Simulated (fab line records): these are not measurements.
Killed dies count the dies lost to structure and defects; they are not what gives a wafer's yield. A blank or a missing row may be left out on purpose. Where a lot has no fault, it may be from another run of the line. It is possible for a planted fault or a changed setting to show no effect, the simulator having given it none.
Chamber matching -- flow sky130 -- 4 sister chambers for SKY_FIELD_ISO_ETCH_15 on rie diel-03
The step etches the open film in CHF3/O2, stops on Si, target depth 180 nm, time 72 s. 8 wafers are shown with their chamber, then 7 later ones without.

== EACH WAFER AND ITS CHAMBER ==
wafer,chamber,drypump motor current A (A),run length s (s)
L725.1,0,6.1,99.7
L730.1,3,6.0,100.4
L730.5,2,5.2,100.2
L740.2,1,5.8,99.7
L740.5,1,5.8,100.3
L740.6,0,6.1,99.5
L741.2,2,5.1,100.1
L741.4,3,6.0,100.3

== WAFERS MISSING THEIR CHAMBER ==
wafer,drypump motor current A (A),run length s (s)
L741.6,6.0,100.1
L742.1,6.1,99.7
L742.4,5.2,100.2
L742.5,6.1,99.7
L747.1,5.8,99.8
L747.3,6.1,99.5
L747.4,6.0,100.1

== CHAMBER TAKEN BY EACH ==
wafer,from the rows above,in truth
L741.6,3,3
L742.1,0,0
L742.4,2,2
L742.5,0,0
L747.1,1,1
L747.3,0,0
L747.4,3,3
Placed correctly: 7 of 7. Number that these rows cannot place: 0. Number placed wrongly: 0.
How it was worked out, from the rows above alone: a wafer's distance from a chamber is the root of the sum, over the readings, of the square of ((its reading less the chamber's mean) divided by the reading's scatter). If the next closest chamber is less than 2 further off than the closest, the wafer can't be placed; otherwise it belongs to the closest. Each chamber's mean is taken over the wafers shown for it. How the scatter is found: for the shown wafers, subtract from each reading the mean of its chamber, square and add these, divide the total by (wafers less chambers), then take the root.
